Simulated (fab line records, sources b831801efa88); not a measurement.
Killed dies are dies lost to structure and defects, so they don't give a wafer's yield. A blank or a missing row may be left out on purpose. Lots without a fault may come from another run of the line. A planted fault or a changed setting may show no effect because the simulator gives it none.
Chamber matching | flow gf180mcu | GF_V1_CMP_26 on cmp-01: 4 sister chambers
The step polishes, stops on SiO2, t overpolish 15 s, target thk 0 nm. 8 wafers are shown with their chamber, then 7 later ones without.

WAFERS WITH THEIR CHAMBER
wafer  | chamber | motor_current_A (A) | time_to_endpoint_s (s)
L766.6 | 1       | 10.7                | 87
L767.2 | 1       | 9.9                 | 92
L769.5 | 3       | 11.2                | 93
L770.1 | 0       | 10.4                | 94
L770.5 | 2       | 9.4                 | 89
L773.3 | 2       | 10.0                | 91
L773.5 | 3       | 11.8                | 93
L773.6 | 0       | 10.0                | 94

WAFERS WITHOUT THEIR CHAMBER
wafer  | motor_current_A (A) | time_to_endpoint_s (s)
L772.1 | 10.5                | 91
L772.2 | 10.3                | 87
L772.3 | 11.4                | 86
L774.3 | 10.1                | 91
L774.4 | 9.8                 | 86
L774.5 | 10.9                | 87
L782.3 | 10.1                | 83

WHICH CHAMBER EACH WENT THROUGH
wafer  | from the rows above               | in truth
L772.1 | can't be placed: 1 or 0 or 2 or 3 | 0
L772.2 | can't be placed: 1 or 2           | 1
L772.3 | can't be placed: 1 or 3 or 2 or 0 | 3
L774.3 | can't be placed: 1 or 2 or 0      | 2
L774.4 | can't be placed: 2 or 1           | 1
L774.5 | can't be placed: 1 or 2 or 3      | 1
L782.3 | can't be placed: 1 or 2           | 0
Placed correctly: 0 of 7. Can't be placed from these rows: 7 (the true chamber is among the candidates in 6). Placed wrongly: 0.
How it was worked out, from the rows above alone: a wafer's distance from a chamber is the root of the sum, over the readings, of the square of ((its reading less the chamber's mean) divided by the reading's scatter). The wafer belongs to the nearest chamber; if the next one is less than 2 further off, it can't be placed. A chamber's mean is the mean of its shown wafers. The scatter: the root of (the sum of the squares of (reading less its chamber's mean) over the shown wafers, divided by (wafers less chambers)).
